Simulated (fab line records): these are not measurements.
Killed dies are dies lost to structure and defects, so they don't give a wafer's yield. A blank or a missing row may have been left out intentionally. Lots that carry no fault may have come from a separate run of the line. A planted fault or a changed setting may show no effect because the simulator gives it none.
Struck lot and sound lot, side by side ; flow sky130 ; 44 out of 708 route steps
Sound: the wafers L330.3, L330.4, L330.6. The struck wafers were L336.2, L336.3, L336.4. Last of all comes the cause.
Each step with rows lists, per side, the tool, then ch with its chambers, then its first start. Under that, the readings that differ: sound wafers ; struck wafers ; difference of the means ; sigmas: that difference in standard deviations of wafers without a fault.
alike: readings whose means differ by less than 2 such deviations, and words and numbers that are the same on both sides. not compared: withheld readings, readings that some wafer has no value for, bounds like >300 that may hide the same value, and numbers for which the record gives no deviation and whose values overlap.
The two part at a step that has a row with sigmas, a row that says differs or no value, or rows on one side only. Numbers that don't overlap but have no deviation are shown without sigmas and don't part them. Lack of a reading on every wafer of one side parts them only where that side has two or more wafers.

first, 4 steps without rows for these wafers: SKY_LDD_HVP_SOFTBAKE_03 (time 60 s); SKY_LDD_HVP_EXPOSE_04 (exposes mask HVPTM, target cd 700 nm); SKY_LDD_HVP_PEB_05; SKY_LDD_HVP_DEVELOP_06 (develop time 60 s).
SKY_LDD_HVP_OVL_MEAS_07:
  struck on overlay-02, day 27 00:25; sound on overlay-02, day 25 06:35
  alike: LDD_HVP_OVL
next, for these wafers, 1 step has no rows: SKY_LDD_HVP_IMPLANT_08.
SKY_LDD_HVP_STRIP_09: strips in O2/N2.
  sound on plasma asher-01 ch 0,1, day 25 06:47; struck on plasma asher-03 ch 0,1, day 27 00:36
  alike: drypump motor current A, oes product au, strip time to endpoint s
  not compared: rf hours counter h
SKY_LDD_HVP_TW_MEAS_10:
  struck on film metro-01, day 27 00:43; sound on film metro-04, day 25 06:52
  alike: LDD_HVP_TW
then, 4 steps without rows for these wafers: SKY_LDD_LDN_DEHYDRATE_00 (time 60 s); SKY_LDD_LDN_HMDS_01 (prime time 60 s); SKY_LDD_LDN_COAT_02 (resist thk 1140 nm); SKY_LDD_LDN_SOFTBAKE_03 (time 60 s).
SKY_LDD_LDN_EXPOSE_04: exposes mask LDNTM, target cd 700 nm.
  sound on iline stepper-02 ch 0, day 25 22:18; struck on iline stepper-01 ch 0, day 27 15:03
reading;sound;struck;difference;sigmas
mask;LDNTM#0 LDNTM#0 LDNTM#0;URPM#0 URPM#0 URPM#0;differs;
  alike: exposure dose mJ cm2
then, 2 steps without rows for these wafers: SKY_LDD_LDN_PEB_05; SKY_LDD_LDN_DEVELOP_06 (develop time 60 s).
SKY_LDD_LDN_OVL_MEAS_07:
  struck on overlay-02, day 28 05:19; sound on overlay-01, day 26 12:07
reading;sound;struck;difference;sigmas
LDD_LDN_OVL (nm);-0.4 -1.5 -0.1;- - -;no value on the struck wafers;
then, 4 steps without rows for these wafers: SKY_LDD_LDN_IMPLANT_08; SKY_LDD_LDN_IMPLANT_09; SKY_LDD_LDN_IMPLANT_10; SKY_LDD_LDN_IMPLANT_11.
SKY_LDD_LDN_STRIP_12: strips in O2/N2.
  sound on plasma asher-02 ch 0,1, day 26 12:47; struck on plasma asher-03 ch 0,1, day 28 05:57
  alike: drypump motor current A, oes product au, strip time to endpoint s
  not compared: rf hours counter h
SKY_LDD_LDN_TW_MEAS_13:
  struck on film metro-04, day 28 06:03; sound on film metro-03, day 26 12:52
reading;sound;struck;difference;sigmas
LDD_LDN_TW;1480 1487 1481;30 31 30;-1452;-99 or more
then, 2 steps without rows for these wafers: SKY_LDD_LDN_CLEAN_14 (cleans in SC1/SC2, time 150 s); SKY_SPACER_CVD_00 (deposits Si3N4 from DCS/NH3, target thk 43.1 nm, time 740 s).
SKY_SPACER_THK_MEAS_01:
  struck on film metro-01, day 28 08:16; sound on film metro-01, day 26 14:43
  alike: SPACER_CVD_00_THK
SKY_SPACER_ETCHBACK_02: etches Si3N4 in CH3F/O2, stops on SiO2, time 46.7 s, target depth 45 nm.
  sound on rie diel-01 ch 0,1,2, day 26 14:45; struck on rie diel-02 ch 0,2,3, day 28 08:19
  alike: drypump motor current A, oes product au, throttle valve pct
  not compared: rf hours counter h
then, 8 steps without rows for these wafers: SKY_POLY_CUT_DEHYDRATE_00 (time 60 s); SKY_POLY_CUT_HMDS_01 (prime time 60 s); SKY_POLY_CUT_COAT_02 (resist thk 60 nm); SKY_POLY_CUT_COAT_03 (resist thk 450 nm); SKY_POLY_CUT_SOFTBAKE_04 (time 90 s); SKY_POLY_CUT_EXPOSE_05 (exposes mask NPCM, target cd 270 nm); SKY_POLY_CUT_PEB_06; SKY_POLY_CUT_DEVELOP_07 (develop time 60 s).
SKY_POLY_CUT_CD_MEAS_08 targets a cd of 270 nm.
  struck on cd sem-02, day 29 12:11; sound on cd sem-02, day 27 19:31
  alike: cd nm
SKY_POLY_CUT_OVL_MEAS_09:
  struck on overlay-01, day 29 12:17; sound on overlay-01, day 27 19:36
  alike: POLY_CUT_OVL
then, 1 step without rows for these wafers: SKY_POLY_CUT_ETCH_10 (etches BARC in N2/H2, stops on SiO2, time 45.9 s, target depth 60 nm).
SKY_POLY_CUT_ETCH_11: etches Si3N4 in CF4/CH2F2/Ar, stops on poly-Si, time 42.5 s, target depth 60 nm.
  sound on rie diel-04 ch 2,3, day 27 19:40; struck on rie diel-01 ch 0,1,3, day 29 12:22
  alike: ch2f2 flow sccm, drypump motor current A, mfc ar sccm, oes product au, throttle valve pct
  not compared: rf hours counter h
SKY_POLY_CUT_STRIP_12: strips in O2/N2.
  sound on plasma asher-02 ch 0,1, day 27 19:44; struck on plasma asher-02 ch 0,1, day 29 12:24
  alike: drypump motor current A, oes product au, strip time to endpoint s
  not compared: rf hours counter h
then, 3 steps without rows for these wafers: SKY_SD_P_DEHYDRATE_00 (time 60 s); SKY_SD_P_HMDS_01 (prime time 60 s); SKY_SD_P_COAT_02 (resist thk 1140 nm).
-- the record jumps here: 2 days lie between the struck wafers' starts before and after (it left off in module SD_P and takes up again in module RES_XHIGH, whose first step shown is number 341 of the route) --
SKY_RES_XHIGH_TW_MEAS_09:
  struck on film metro-02, day 31 20:49; sound on film metro-02, day 30 04:01
reading;sound;struck;difference;sigmas
RES_XHIGH_TW;1652 1651 1645;1938 1945 1928;+288;+19
-- the record jumps here: 18 days lie between the struck wafers' starts before and after (it left off in module RES_XHIGH and takes up again in module PAD_OPEN, whose first step shown is number 708 of the route) --
SKY_PAD_OPEN_PROBE_99:
  struck on prober-02, day 49 10:50; sound on prober-02, day 48 06:23
reading;sound;struck;difference;sigmas
killed at front end;18 14 11;420 433 430;+413;+94
killed dies;74 74 80;492 492 492;+416;+45
killed on rim;16 14 18;96 96 96;+80;+22
  alike: killed_at_M0_to_M3, killed_at_M4_up, killed at contacts, killed at other, killed open, killed short

## WHERE THEY PART
At SKY_LDD_LDN_EXPOSE_04 first; at SKY_PAD_OPEN_PROBE_99 last (within this record only).

WHY: the cause the simulator had injected
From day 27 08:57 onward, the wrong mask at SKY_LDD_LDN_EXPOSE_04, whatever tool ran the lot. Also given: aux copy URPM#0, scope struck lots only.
